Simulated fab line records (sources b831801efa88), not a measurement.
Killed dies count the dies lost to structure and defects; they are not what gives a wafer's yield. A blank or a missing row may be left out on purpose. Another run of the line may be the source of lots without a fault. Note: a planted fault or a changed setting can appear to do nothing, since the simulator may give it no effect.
fab line records ; flow sky130
record lots=11; wafers=33; last_day=50
route steps=708 shown VIA1@460 METAL2@499 METAL3@568 VIA3@595 PAD_OPEN@708
lots untouched by any fault: they come from a run of this same line in which no faults occurred
start_h: hours from the record's first day to the start of the lot's first wafer shown ; wait_h: hours elapsed since this lot's preceding step ; " as in the row above ; L1.1+2: several wafers, shown together as one row ; - no value, or no start given ; * or withheld: withheld ; < > ~ a bound
route shown NAME@n: NAME is a module with steps in the file, n the number in the route of the first one ; usual: mean and standard deviation over wafers with no fault ; same: alike in all rows ; chamber/n: place in a boat ; sites: per-site readings ; _std_site: how widely they spread, as a standard deviation ; _edge_site: inner sites' mean taken away from outer sites' mean ; radius_mm: for every site, how far away it sits from the centre of the wafer ; mask NAME#n: copy n ; behind: tool/chamber where the wafer was last shaped ; hold: the reason the lot was held/the length of the hold in hours/how it ended ; device: names the non-switching transistor (n, p or np) ; end of line: at the end of the route, the tests of the same wafers ; for a step that has no rows: nothing shown but its recipe ; killed: dies that structure and defects cost at the first sort, which is not the same as the wafer's yield ; map: per-die view of a wafer (x killed, . not killed, _ where there is no die)
set.NAME: the setting the step ran with; set.NAME@STEP: the setting that earlier step ran with ; model.NAME: the simulator's own value behind a step, which no gauge read
the route's steps for a sample of lots (tables are steps, rows are wafers)
services: a tool's chamber out of use, with start hour (start_h, from the record's first day; less than 0 if before it), hours out, and reason
## steps
# step SKY_VIA1_CMP_02
# recipe material=SiO2; down_force_psi=4; platen_rpm=60; pad_velocity_m_s=0.94248
# usual motor_current_A=11.6/1.2
lot.wafer;tool;chamber;start_h;wait_h;motor_current_A
L616.4;cmp-02;2;778.90;0.1;12.6
L616.1;cmp-02;0;778.90;0.1;10.4
L616.6;cmp-02;1;778.90;0.1;11.5
L618.3;cmp-02;2;802.91;0.1;12.4
L618.2;cmp-02;0;802.91;0.1;10.0
L618.6;cmp-02;1;802.91;0.1;11.5
L620.4;cmp-01;2;808.30;0.0;12.5
L620.2;cmp-01;3;808.30;0.0;13.1
L620.5;cmp-01;3;808.30;0.0;13.7
L621.2;cmp-01;1;809.34;0.1;12.5
L621.1;cmp-01;2;809.34;0.1;12.7
L621.6;cmp-01;1;809.34;0.1;12.4
L626.1;cmp-02;2;850.35;0.1;12.5
L626.2;cmp-02;3;850.35;0.1;11.5
L626.4;cmp-02;0;850.35;0.1;9.8
L627.4;cmp-02;3;855.87;0.1;11.3
L627.2;cmp-02;0;855.87;0.1;10.4
L627.6;cmp-02;3;855.87;0.1;11.4
L632.2;cmp-02;0;893.88;0.1;10.4
L632.3;cmp-02;2;893.88;0.1;13.1
L632.5;cmp-02;0;893.88;0.1;10.6
L634.1;cmp-02;1;902.19;0.1;11.7
L634.2;cmp-02;2;902.19;0.1;13.0
L634.3;cmp-02;0;902.19;0.1;10.1
L635.4;cmp-02;2;912.00;0.0;13.1
L635.6;cmp-02;2;912.00;0.0;13.0
L635.5;cmp-02;3;912.00;0.0;10.7
L636.3;cmp-02;1;913.33;0.1;11.1
L636.2;cmp-02;3;913.33;0.1;11.0
L636.6;cmp-02;1;913.33;0.1;10.9
L637.1;cmp-01;0;925.84;0.1;10.2
L637.5;cmp-01;0;925.84;0.1;9.9
L637.6;cmp-01;1;925.84;0.1;12.7
# step SKY_METAL2_OVL_MEAS_16
# usual METAL2_OVL=-2/7.6
lot.wafer;tool;chamber;start_h;wait_h;METAL2_OVL[nm]
L616.1;overlay-01;-;833.36;0.1;-7
L616.4;overlay-01;-;833.36;0.1;6
L616.6;overlay-01;-;833.36;0.1;6
L618.2;overlay-02;-;857.94;0.1;-12
L618.3;overlay-02;-;857.94;0.1;-6
L618.6;overlay-02;-;857.94;0.1;-15
L620.2;overlay-02;-;862.62;0.1;-8
L620.4;overlay-02;-;862.62;0.1;-8
L620.5;overlay-02;-;862.62;0.1;-8
L621.1;overlay-01;-;863.56;0.1;9
L621.2;overlay-01;-;863.56;0.1;-4
L621.6;overlay-01;-;863.56;0.1;4
L626.1;overlay-01;-;904.41;0.1;0
L626.2;overlay-01;-;904.41;0.1;-14
L626.4;overlay-01;-;904.41;0.1;-9
L627.2;overlay-01;-;909.59;0.1;6
L627.4;overlay-01;-;909.59;0.1;-3
L627.6;overlay-01;-;909.59;0.1;6
L632.2;overlay-01;-;945.19;0.1;-6
L632.3;overlay-01;-;945.19;0.1;-12
L632.5;overlay-01;-;945.19;0.1;-15
L634.1;overlay-02;-;953.30;0.1;1
L634.2;overlay-02;-;953.30;0.1;-2
L634.3;overlay-02;-;953.30;0.1;-7
L635.4;overlay-01;-;963.20;0.1;6
L635.5;overlay-01;-;963.20;0.1;0
L635.6;overlay-01;-;963.20;0.1;10
L636.2;overlay-02;-;964.45;0.1;-4
L636.3;overlay-02;-;964.45;0.1;-10
L636.6;overlay-02;-;964.45;0.1;0
L637.1;overlay-01;-;975.70;0.1;9
L637.5;overlay-01;-;975.70;0.1;12
L637.6;overlay-01;-;975.70;0.1;1
# step SKY_METAL3_METAL_ETCH_18
# recipe target_depth_a=8450; stop_on=SiO2; over_etch_frac=0.3; time_s=183.1; chemistry=Cl2/BCl3; resist_sidewall_deg=88; pressure_mtorr=10; icp_w=900; bias_w=48.5; Cl2_flow_sccm=60; bcl3_flow_sccm=30
# usual bcl3_flow_sccm=29.98/0.09; bias_w=48.52/0.15; drypump_motor_current_A=5.4/0.3; oes_product_au=0.867/0.0062; rf_fwd_power_W=896.1/2.5; throttle_valve_pct=22.264/0.0088
lot.wafer;tool;chamber;start_h;wait_h;bcl3_flow_sccm;bias_w;drypump_motor_current_A;oes_product_au;rf_fwd_power_W;rf_hours_counter_h;throttle_valve_pct
L616.1;rie_metal-03;0;914.70;0.0;30.02;48.64;4.9;0.874;896.6;0;22.260
L616.4;rie_metal-03;0;914.70;0.0;29.94;48.49;4.9;0.869;895.0;-;22.254
L616.6;rie_metal-03;1;914.70;0.0;30.03;48.60;5.4;0.871;896.3;-;22.271
L618.2;rie_metal-01;0;938.70;0.0;29.98;48.44;5.6;0.868;899.3;9;22.270
L618.3;rie_metal-01;0;938.70;0.0;29.90;48.55;5.5;0.859;898.6;-;22.259
L618.6;rie_metal-01;0;938.70;0.0;29.95;48.77;5.5;0.865;895.8;-;22.268
L620.2;rie_metal-01;1;941.75;0.0;29.98;48.41;5.6;0.857;902.2;4;22.257
L620.4;rie_metal-01;0;941.75;0.0;30.19;48.33;5.5;0.854;897.6;-;22.272
L620.5;rie_metal-01;1;941.75;0.0;30.04;48.49;5.6;0.858;897.2;-;22.260
L621.1;rie_metal-02;0;942.70;0.0;30.07;48.34;5.1;0.873;895.4;9;22.272
L621.2;rie_metal-02;1;942.70;0.0;29.85;48.42;5.8;0.872;894.9;2;22.275
L621.6;rie_metal-02;1;942.70;0.0;29.95;48.41;5.8;0.868;893.7;-;22.260
L626.1;rie_metal-03;1;981.72;0.0;-;-;-;-;-;-;-
L626.2;rie_metal-03;0;981.72;0.0;-;-;-;-;-;-;-
L626.4;rie_metal-03;0;981.72;0.0;-;-;-;-;-;-;-
L627.2;rie_metal-01;0;986.20;0.0;-;-;-;-;-;-;-
L627.4;rie_metal-01;0;986.20;0.0;-;-;-;-;-;-;-
L627.6;rie_metal-01;0;986.20;0.0;-;-;-;-;-;-;-
L632.2;rie_metal-01;1;1020.85;0.0;30.12;48.34;5.6;0.868;896.6;8;22.265
L632.3;rie_metal-01;1;1020.85;0.0;30.08;48.47;5.6;0.869;896.0;-;22.252
L632.5;rie_metal-01;0;1020.85;0.0;29.93;48.31;5.5;0.867;895.2;-;22.274
L634.1;rie_metal-02;1;1027.67;0.0;30.02;48.38;5.8;0.877;892.3;8;22.273
L634.2;rie_metal-02;0;1027.67;0.0;29.98;48.53;5.2;0.866;893.0;14;22.273
L634.3;rie_metal-02;1;1027.67;0.0;29.98;48.24;5.8;0.874;891.3;-;22.259
L635.4;rie_metal-03;1;1036.26;0.1;30.05;48.53;5.4;0.868;898.1;-;22.255
L635.5;rie_metal-03;0;1036.26;0.1;30.10;48.49;4.9;0.873;898.3;-;22.244
L635.6;rie_metal-03;1;1036.26;0.1;29.96;48.55;5.4;0.873;897.0;-;22.265
L636.2;rie_metal-01;0;1037.80;0.0;29.99;48.43;5.6;0.868;899.1;14;22.259
L636.3;rie_metal-01;0;1037.80;0.0;30.10;48.67;5.5;0.867;895.1;-;22.276
L636.6;rie_metal-01;0;1037.80;0.0;30.02;48.78;5.5;0.870;897.8;-;22.267
L637.1;rie_metal-01;0;1047.47;0.0;29.81;48.69;5.5;0.870;893.6;14;22.260
L637.5;rie_metal-01;1;1047.47;0.0;29.93;48.50;5.6;0.883;896.9;-;22.263
L637.6;rie_metal-01;0;1047.47;0.0;29.74;48.58;5.5;0.872;895.5;-;22.257
# step SKY_METAL3_STRIP_19
# recipe chemistry=O2/N2; power_w=1400; pressure_mtorr=1500; platen_temp_c=withheld; o2_flow_sccm=3000; n2_flow_sccm=300; overash_fraction=0.5
# usual drypump_motor_current_A=5.4/0.3; oes_product_au=0.503/0.006; strip_time_to_endpoint_s=6.56/0.094
lot.wafer;tool;chamber;start_h;wait_h;drypump_motor_current_A;oes_product_au;rf_hours_counter_h;strip_time_to_endpoint_s
L616.1;plasma_asher-01;1;914.88;0.1;5.3;0.504;15;6.55
L616.4;plasma_asher-01;0;914.88;0.1;5.4;0.501;-;6.59
L616.6;plasma_asher-01;0;914.88;0.1;5.4;0.497;-;6.46
L618.2;plasma_asher-01;1;938.88;0.1;5.3;0.515;17;6.63
L618.3;plasma_asher-01;0;938.88;0.1;5.4;0.498;-;6.65
L618.6;plasma_asher-01;1;938.88;0.1;5.3;0.509;-;6.64
L620.2;plasma_asher-04;1;941.93;0.1;4.9;0.507;84;6.64
L620.4;plasma_asher-04;1;941.93;0.1;4.9;0.513;-;6.70
L620.5;plasma_asher-04;1;941.93;0.1;4.9;0.513;-;6.73
L621.1;plasma_asher-01;1;942.88;0.1;5.3;0.505;18;6.62
L621.2;plasma_asher-01;0;942.88;0.1;5.4;0.501;18;6.50
L621.6;plasma_asher-01;1;942.88;0.1;5.3;0.500;-;6.58
L626.1;plasma_asher-02;1;981.90;0.1;5.9;0.711;56;11.85
L626.2;plasma_asher-02;0;981.90;0.1;5.2;0.714;56;11.86
L626.4;plasma_asher-02;0;981.90;0.1;5.2;0.715;-;11.87
L627.2;plasma_asher-02;0;986.38;0.1;5.2;0.702;57;11.87
L627.4;plasma_asher-02;1;986.38;0.1;5.9;0.717;-;11.81
L627.6;plasma_asher-02;1;986.38;0.1;5.9;0.712;-;11.82
L632.2;plasma_asher-02;0;1021.03;0.1;5.2;0.510;61;6.71
L632.3;plasma_asher-02;0;1021.03;0.1;5.2;0.505;-;6.75
L632.5;plasma_asher-02;1;1021.03;0.1;5.9;0.507;-;6.62
L634.1;plasma_asher-01;1;1027.85;0.1;5.3;0.496;26;6.43
L634.2;plasma_asher-01;0;1027.85;0.1;5.4;0.510;26;6.60
L634.3;plasma_asher-01;1;1027.85;0.1;5.3;0.500;-;6.50
L635.4;plasma_asher-01;1;1036.41;0.1;5.3;0.497;-;6.39
L635.5;plasma_asher-01;1;1036.41;0.1;5.3;0.503;-;6.52
L635.6;plasma_asher-01;0;1036.41;0.1;5.4;0.503;-;6.39
L636.2;plasma_asher-04;1;1037.98;0.1;4.9;0.516;93;6.63
L636.3;plasma_asher-04;1;1037.98;0.1;4.9;0.500;-;6.62
L636.6;plasma_asher-04;0;1037.98;0.1;5.5;0.515;-;6.67
L637.1;plasma_asher-02;0;1047.65;0.1;5.2;0.500;63;6.65
L637.5;plasma_asher-02;1;1047.65;0.1;5.9;0.498;-;6.66
L637.6;plasma_asher-02;0;1047.65;0.1;5.2;0.509;-;6.63
# step SKY_VIA3_RS_MEAS_22
# recipe thk_meas_gauge=four-point-probe; reads=W_of_VIA3_CVD_21+TiN_of_VIA3_SPUTTER_20
# usual VIA3_W_RS=0.294/0.0038
lot.wafer;tool;chamber;start_h;wait_h;VIA3_W_RS[ohm/sq]
L616.1;film_metro-02;-;941.63;0.1;0.292
L616.4;film_metro-02;-;941.63;0.1;0.287
L616.6;film_metro-02;-;941.63;0.1;0.292
L618.2;film_metro-03;-;966.31;0.1;0.297
L618.3;film_metro-03;-;966.31;0.1;0.293
L618.6;film_metro-03;-;966.31;0.1;0.299
L620.2;film_metro-03;-;968.82;0.1;0.299
L620.4;film_metro-03;-;968.82;0.1;0.293
L620.5;film_metro-03;-;968.82;0.1;0.292
L621.1;film_metro-01;-;970.10;0.1;0.290
L621.2;film_metro-01;-;970.10;0.1;0.294
L621.6;film_metro-01;-;970.10;0.1;0.291
L632.2;film_metro-01;-;1045.32;0.1;0.294
L632.3;film_metro-01;-;1045.32;0.1;0.292
L632.5;film_metro-01;-;1045.32;0.1;0.289
L634.1;film_metro-02;-;1052.09;0.1;0.297
L634.2;film_metro-02;-;1052.09;0.1;0.297
L634.3;film_metro-02;-;1052.09;0.1;0.297
L635.4;film_metro-01;-;1059.99;0.1;0.293
L635.5;film_metro-01;-;1059.99;0.1;0.294
L635.6;film_metro-01;-;1059.99;0.1;0.291
L636.2;film_metro-02;-;1062.01;0.1;0.295
L636.3;film_metro-02;-;1062.01;0.1;0.298
L636.6;film_metro-02;-;1062.01;0.1;0.296
L637.1;film_metro-03;-;1071.50;0.1;0.292
L637.5;film_metro-03;-;1071.50;0.1;0.294
L637.6;film_metro-03;-;1071.50;0.1;0.296
# step SKY_PAD_OPEN_PROBE_99
# usual defect_limited_yield=82.5/2.1; killed_at_M0_to_M3=44/7.3; killed_at_M4_up=3.4/1.8; killed_at_contacts=24/5.8; killed_at_front_end=15/4.9; killed_at_other=0.4/0.63; killed_dies=86/11; killed_on_rim=17/3.8; killed_open=47/8; killed_short=39/6.5; sort_bin_3_pad_short=0.9/0.38; sort_bin_5_function=10.4/1.6; sort_bin_6_memory=6.2/1.2; sort_n_pass=406/11; sort_yield_pct=82.5/2.1
# same gross_dies=492; killed_at_back_side=0; sort_bin_4_leakage[%]=0; sort_bin_8_speed[%]=0
lot.wafer;tool;chamber;start_h;wait_h;defect_limited_yield[%];killed_at_M0_to_M3;killed_at_M4_up;killed_at_contacts;killed_at_front_end;killed_at_other;killed_dies;killed_on_rim;killed_open;killed_short;sort_bin_3_pad_short[%];sort_bin_5_function[%];sort_bin_6_memory[%];sort_n_pass;sort_yield_pct[%]
L618.2;prober-02;-;1106.80;0.1;82.9;41;5;22;15;1;84;19;42;42;1.0;9.3;6.7;408;82.9
L618.3;prober-02;-;1106.85;0.2;81.7;54;3;19;13;1;90;17;45;45;1.2;8.5;8.5;402;81.7
L618.6;prober-02;-;1107.00;0.2;82.3;40;3;24;20;0;87;17;42;44;1.2;10.4;6.1;405;82.3
L626.1;prober-01;-;1142.09;0.1;0;455;5;22;10;0;492;96;41;27;1.2;94.3;4.5;0;0
L626.2;prober-01;-;1142.14;0.1;0;442;6;24;20;0;492;96;57;27;0.8;91.3;7.9;0;0
L626.4;prober-01;-;1142.24;0.2;0;445;5;19;23;0;492;96;45;46;1.0;94.1;4.9;0;0
L635.4;prober-02;-;1182.46;0.2;81.3;54;4;21;13;0;92;10;52;40;1.2;10.2;7.3;400;81.3
L635.5;prober-02;-;1182.51;0.2;82.9;42;5;22;15;0;84;15;47;37;1.2;9.3;6.5;408;82.9
L635.6;prober-02;-;1182.56;0.2;83.1;48;1;14;20;0;83;19;41;42;0.6;10.4;5.9;409;83.1
L636.2;prober-01;-;1185.15;0.1;80.7;59;3;22;10;1;95;17;52;42;1.2;12.4;5.7;397;80.7
L636.3;prober-01;-;1185.20;0.2;80.9;47;4;24;17;2;94;18;46;48;1.0;11.0;7.1;398;80.9
L636.6;prober-01;-;1185.35;0.2;82.9;51;5;16;11;1;84;12;43;41;0.6;10.2;6.3;408;82.9
# killed by level:class
L618.2 VIA1:geometric_particle:open=9 VIA2:geometric_particle:open=7 CONTACT:geometric_particle:short=6 LOCAL_INTERCONNECT:geometric_particle:short=6 CONTACT:geometric_particle:open=5 VIA1:geometric_particle:short=5 METAL2:geometric_particle:short=5 VIA3:geometric_particle:open=4
L618.3 VIA1:geometric_particle:open=11 VIA3:geometric_particle:open=9 METAL2:geometric_particle:short=8 VIA1:geometric_particle:short=7 LI_CONTACT:geometric_particle:open=6 CONTACT:geometric_particle:open=6 METAL3:geometric_particle:short=5 METAL1:geometric_particle:short=5
L618.6 METAL2:geometric_particle:short=10 VIA1:geometric_particle:open=7 LOCAL_INTERCONNECT:geometric_particle:short=6 LI_CONTACT:geometric_particle:open=6 CONTACT:geometric_particle:open=6 VIA3:geometric_particle:open=5 VIA2:geometric_particle:open=5 FIELD_ISO:geometric_particle:open=4
L626.1 METAL3:area_etch=423 CONTACT:geometric_particle:open=9 VIA3:geometric_particle:open=6 VIA1:geometric_particle:open=6 LI_CONTACT:geometric_particle:open=5 VIA2:geometric_particle:open=5 METAL4:geometric_particle:short=5 LOCAL_INTERCONNECT:geometric_particle:short=4
L626.2 METAL3:area_etch=407 VIA1:geometric_particle:open=12 LI_CONTACT:geometric_particle:open=10 VIA2:geometric_particle:open=9 CONTACT:geometric_particle:open=6 POLY_GATE:geometric_particle:open=5 POLY_CUT:geometric_particle:short=4 CONTACT:geometric_particle:short=4
L626.4 METAL3:area_etch=400 VIA3:geometric_particle:open=10 VIA2:geometric_particle:short=7 FIELD_ISO:geometric_particle:open=6 CONTACT:geometric_particle:open=6 VIA1:geometric_particle:short=6 VIA2:geometric_particle:open=6 METAL4:geometric_particle:short=5
L635.4 VIA1:geometric_particle:open=18 VIA1:geometric_particle:short=11 VIA3:geometric_particle:open=7 LI_CONTACT:geometric_particle:open=6 CONTACT:geometric_particle:open=5 CONTACT:geometric_particle:short=5 METAL1:geometric_particle:short=5 POLY_GATE:geometric_particle:open=4
L635.5 METAL1:geometric_particle:short=9 VIA3:geometric_particle:open=8 CONTACT:geometric_particle:open=7 LI_CONTACT:geometric_particle:open=6 VIA1:geometric_particle:open=6 FIELD_ISO:geometric_particle:open=5 VIA2:geometric_particle:short=4 VIA1:geometric_particle:short=4
L635.6 VIA1:geometric_particle:short=11 VIA1:geometric_particle:open=11 POLY_GATE:geometric_particle:short=7 CONTACT:geometric_particle:open=6 METAL2:geometric_particle:short=6 VIA2:geometric_particle:open=5 VIA3:geometric_particle:open=5 FIELD_ISO:geometric_particle:open=4
L636.2 VIA1:geometric_particle:open=16 LI_CONTACT:geometric_particle:open=8 VIA2:geometric_particle:short=8 VIA3:geometric_particle:open=8 METAL2:geometric_particle:short=6 LOCAL_INTERCONNECT:geometric_particle:short=5 VIA1:geometric_particle:short=5 CONTACT:geometric_particle:open=4
L636.3 VIA1:geometric_particle:open=14 VIA3:geometric_particle:open=9 CONTACT:geometric_particle:open=8 CONTACT:geometric_particle:short=6 POLY_GATE:geometric_particle:short=5 METAL1:geometric_particle:short=5 FIELD_ISO:geometric_particle:open=4 LI_CONTACT:geometric_particle:short=4
L636.6 VIA1:geometric_particle:open=11 CONTACT:geometric_particle:open=10 VIA2:geometric_particle:open=8 VIA1:geometric_particle:short=5 METAL3:geometric_particle:short=5 VIA3:geometric_particle:open=4 METAL2:geometric_particle:short=4 LOCAL_INTERCONNECT:geometric_particle:short=4
## services
tool;chamber;start_h;hours;kind
cmp-02;-;756.33;7.5;pm
cmp-02;-;775.60;3.1;repair
cmp-01;-;793.64;3.1;repair
plasma_asher-01;-;796.20;19.4;repair
rie_metal-01;-;807.32;14.6;pm
cmp-01;-;813.94;20.4;pm
rie_metal-01;0;827.48;1.5;repair
cmp-02;-;846.09;0.5;repair
cmp-01;-;852.52;1.3;repair
cmp-01;-;861.66;0.2;repair
rie_metal-03;-;863.70;2.3;repair
cmp-02;-;871.81;4.7;pm
cmp-01;-;873.86;0.3;repair
cmp-02;-;880.40;4.4;repair
plasma_asher-02;-;883.63;2.8;pm
rie_metal-03;-;886.34;1.3;repair
rie_metal-03;0;890.63;2.4;repair
plasma_asher-01;-;899.61;5.7;repair
cmp-01;-;913.57;4.0;pm
cmp-02;-;923.44;11.8;repair
cmp-02;-;967.84;20.3;repair
rie_metal-01;-;990.28;0.9;repair
rie_metal-01;-;1003.12;2.8;pm
rie_metal-01;-;1024.30;0.3;repair
## key
first_sign step=SKY_METAL3_METAL_ETCH_18; reading=tool_record; direction=missing
effect step=SKY_METAL3_STRIP_19; reading=strip_time_to_endpoint_s; direction=up; sigmas=56; usual=*; struck=*
effect step=SKY_PAD_OPEN_PROBE_99; reading=killed_at_M0_to_M3; direction=up; sigmas=56; usual=44; struck=447
more_kills_born_at SKY_METAL3_METAL_ETCH_18@rie_metal-03=1230
met_at SKY_METAL3_METAL_ETCH_18
struck_lots L626,L627
rows_end L627.2,L627.4,L627.6
later_rows_left_out L626.1,L626.2,L626.4
not_acting_at SKY_VIA1_CMP_02,SKY_METAL2_OVL_MEAS_16,SKY_VIA3_RS_MEAS_22
onset_between 941.75 981.72
earlier_fault kind=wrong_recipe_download; tool=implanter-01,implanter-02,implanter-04; chamber=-; onset_h=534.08; steps=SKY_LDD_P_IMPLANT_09; wrong_recipe.not_listed=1
fault kind=skipped_step_whole; tool=rie_metal-01,rie_metal-03; chamber=-; onset_h=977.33; steps=SKY_METAL3_METAL_ETCH_18; scope=struck_lots_only
# later_rows_left_out: the simulator's readings of these wafers behind a module that went badly wrong aren't trusted and aren't shown, but for the sort
# rows_end: these wafers met a further fault down the route, and their rows from its step on are left out
